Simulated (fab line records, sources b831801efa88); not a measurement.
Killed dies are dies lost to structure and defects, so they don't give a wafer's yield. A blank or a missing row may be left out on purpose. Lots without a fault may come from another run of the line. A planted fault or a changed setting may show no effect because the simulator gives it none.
A struck lot beside a sound one | flow sfq_line | 41 steps out of a route of 325
Sound: wafers L475.1, L475.4, L475.5. Struck: wafers L485.1, L485.3, L485.4. The cause comes at the end.
At each step with rows: each side's tool, then ch and its chambers, then its first start. Under that, the readings that differ: sound wafers | struck wafers | difference of the means | sigmas: that difference in standard deviations of wafers without a fault.
alike: readings whose means differ by less than 2 such deviations, and words and numbers that are the same on both sides. not compared: withheld readings, readings that some wafer has no value for, bounds like >300 that may hide the same value, and numbers for which the record gives no deviation and whose values overlap.
The two part at a step that has a row with sigmas, a row that says differs or no value, or rows on one side only. Numbers that don't overlap but have no deviation are shown without sigmas and don't part them. A reading that every wafer of one side lacks parts them only if that side has two wafers or more.

first, 6 steps without rows for these wafers: SFQ_TRILAYER_L0_VIA_LITHO_COAT_018 (resist thk 62 nm); SFQ_TRILAYER_L0_VIA_LITHO_COAT_013 (resist thk 650 nm); SFQ_TRILAYER_L0_VIA_LITHO_SOFTBAKE_017; SFQ_TRILAYER_L0_VIA_LITHO_EXPOSE_014 (exposes mask L0V, target cd 700 nm); SFQ_TRILAYER_L0_VIA_LITHO_PEB_016 (peb time 60 s); SFQ_TRILAYER_L0_VIA_LITHO_DEVELOP_015 (time 60 s).
SFQ_L0V_OVL_MEAS_903:
  sound on overlay-02, day 6 05:19; struck on overlay-02, day 8 08:53
  alike: L0V_OVL
SFQ_TRILAYER_L0_VIA_BARC_OPEN_VIA_ETCH_021: etches BARC in O2, target depth 125 nm, time 41.7 s.
  sound on rie_diel-03 ch 1,3, day 6 05:21; struck on rie_diel-03 ch 0,1,3, day 8 08:55
  alike: drypump_motor_current_A, oes_product_au
  not compared: rf_hours_counter_h
then, 1 step without rows for these wafers: SFQ_TRILAYER_L0_VIA_ETCH_VIA_ETCH_016 (etches SiO2 in CHF3, stops on MoNx KI, target depth 80 nm).
SFQ_TRILAYER_L0_VIA_STRIP_STRIP_017: strips in O2.
  sound on rie_metal-03 ch 1, day 6 05:29; struck on rie_metal-02 ch 0,1, day 8 09:00
  alike: drypump_motor_current_A, oes_product_au
  not compared: rf_hours_counter_h
then, 2 steps without rows for these wafers: SFQ_TRILAYER_L0_VIA_STRIP_SOLV_CLEAN_018 (cleans in NMP, time 600 s); SFQ_TRILAYER_M0_DEP_PRE_CLEAN_020 (time 15 s).
SFQ_TRILAYER_M0_DEP_SPUTTER_019: material Nb, target thk 200 nm, time 133.3 s.
  sound on pvd_sputter-03, day 6 06:53; struck on pvd_sputter-05, day 8 09:49
  reading                                             | sound             | struck            | difference | sigmas
  model.Nb_of_TRILAYER_M0_DEP_SPUTTER_019.thk_nm (nm) | 199.4 197.1 196.7 | 245.2 247.5 248.5 | +49.3      |
  alike: base_pressure_pa, throttle_valve_pct
SFQ_M0_RS_MEAS_904: measures by four-point-probe.
  sound on film_metro-01, day 6 06:58; struck on film_metro-03, day 8 10:12
  reading           | sound             | struck            | difference | sigmas
  M0_NB_RS (ohm/sq) | 0.893 0.902 0.907 | 0.724 0.716 0.714 | -0.183     | -18
  not compared: hold
then, 5 steps without rows for these wafers: SFQ_TRILAYER_M0_LITHO_COAT_021 (resist thk 600 nm); SFQ_TRILAYER_M0_LITHO_SOFTBAKE_025; SFQ_TRILAYER_M0_LITHO_EXPOSE_022 (exposes mask M0, target cd 500 nm); SFQ_TRILAYER_M0_LITHO_PEB_024 (peb time 60 s); SFQ_TRILAYER_M0_LITHO_DEVELOP_023 (time 60 s).
SFQ_M0_OVL_MEAS_906:
  sound on overlay-02, day 7 19:31; struck on overlay-01, day 10 09:13
  alike: M0_OVL
SFQ_TRILAYER_M0_BARC_OPEN_METAL_ETCH_031: etches BARC in O2, target depth 125 nm, time 41.7 s.
  sound on rie_metal-04 ch 0,1, day 7 19:33; struck on rie_metal-04 ch 1, day 10 09:14
  alike: drypump_motor_current_A, oes_product_au
  not compared: rf_hours_counter_h
SFQ_TRILAYER_M0_ETCH_METAL_ETCH_024: etches Nb in Cl2/Ar, stops on SiO2, target depth 240 nm, time 120 s.
  sound on rie_metal-04 ch 0,1, day 7 19:37; struck on rie_metal-04 ch 1, day 10 09:22
  reading               | sound             | struck            | difference | sigmas
  oes_product_au (a.u.) | 0.891 0.884 0.882 | 0.990 0.988 0.990 | +0.104     | +15
  alike: drypump_motor_current_A
  not compared: rf_hours_counter_h
then, 4 steps without rows for these wafers: SFQ_TRILAYER_M0_STRIP_STRIP_025 (strips in O2); SFQ_TRILAYER_M0_STRIP_SOLV_CLEAN_026 (cleans in NMP, time 600 s); SFQ_TRILAYER_I0_DEP_PECVD_027 (deposits SiO2 from SiH4/N2O, time 111.11 s, target thk 500 nm); SFQ_TRILAYER_I0_CMP_CMP_028 (polishes SiO2).
SFQ_I0_BOW_MEAS_907:
  sound on film_metro-02, day 8 20:10; struck on film_metro-03, day 10 23:10
  alike: I0_BOW
SFQ_TRILAYER_I0_METRO_MEASURE_029:
  sound on film_metro-02, day 8 20:17; struck on film_metro-03, day 10 23:17
  alike: thk_nm
then, 6 steps without rows for these wafers: SFQ_TRILAYER_I0_VIA_LITHO_COAT_036 (resist thk 62 nm); SFQ_TRILAYER_I0_VIA_LITHO_COAT_031 (resist thk 650 nm); SFQ_TRILAYER_I0_VIA_LITHO_SOFTBAKE_035; SFQ_TRILAYER_I0_VIA_LITHO_EXPOSE_032 (exposes mask I0, target cd 500 nm); SFQ_TRILAYER_I0_VIA_LITHO_PEB_034 (peb time 60 s); SFQ_TRILAYER_I0_VIA_LITHO_DEVELOP_033 (time 60 s).
-- the record jumps here: 4 days lie between the struck wafers' starts before and after --
SFQ_I0_OVL_MEAS_908:
  sound on overlay-01, day 11 20:29; struck on overlay-02, day 14 14:02
  alike: I0_OVL
then, 1 step without rows for these wafers: SFQ_TRILAYER_I0_VIA_BARC_OPEN_VIA_ETCH_046 (etches BARC in O2, target depth 125 nm, time 41.7 s).
SFQ_TRILAYER_I0_VIA_ETCH_VIA_ETCH_034: etches SiO2 in CHF3, stops on Nb, target depth 260 nm.
  sound on rie_diel-02 ch 1,2,3, day 11 20:34; struck on rie_diel-01 ch 0,1,2, day 14 14:07
  alike: drypump_motor_current_A, oes_product_au
then, 3 steps without rows for these wafers: SFQ_TRILAYER_I0_VIA_STRIP_STRIP_035 (strips in O2); SFQ_TRILAYER_I0_VIA_STRIP_SOLV_CLEAN_036 (cleans in NMP, time 600 s); SFQ_TRILAYER_M1_DEP_PRE_CLEAN_038 (time 22.5 s).
-- the record jumps here: 74 days lie between the struck wafers' starts before and after --
SFQ_M8_BOW_MEAS_951:
  sound on film_metro-02, day 85 06:46; struck on film_metro-02, day 88 19:57
  reading                       | sound                | struck               | difference | sigmas
  M8_BOW (um)                   | -4 -1 -1             | 25 22 14             | +22        | +2
  model.etest.m0.comb_log10_ohm | 12 12 12             | 0 0 0                | -12        |
  model.etest.m0.ohm_sq         | 0.8919 0.9026 0.9041 | 0.7255 0.7188 0.7157 | -0.1795    |

WHERE THEY PART
First at SFQ_M0_RS_MEAS_904; last, within this record, at SFQ_M8_BOW_MEAS_951.

WHY: what the simulator had put in
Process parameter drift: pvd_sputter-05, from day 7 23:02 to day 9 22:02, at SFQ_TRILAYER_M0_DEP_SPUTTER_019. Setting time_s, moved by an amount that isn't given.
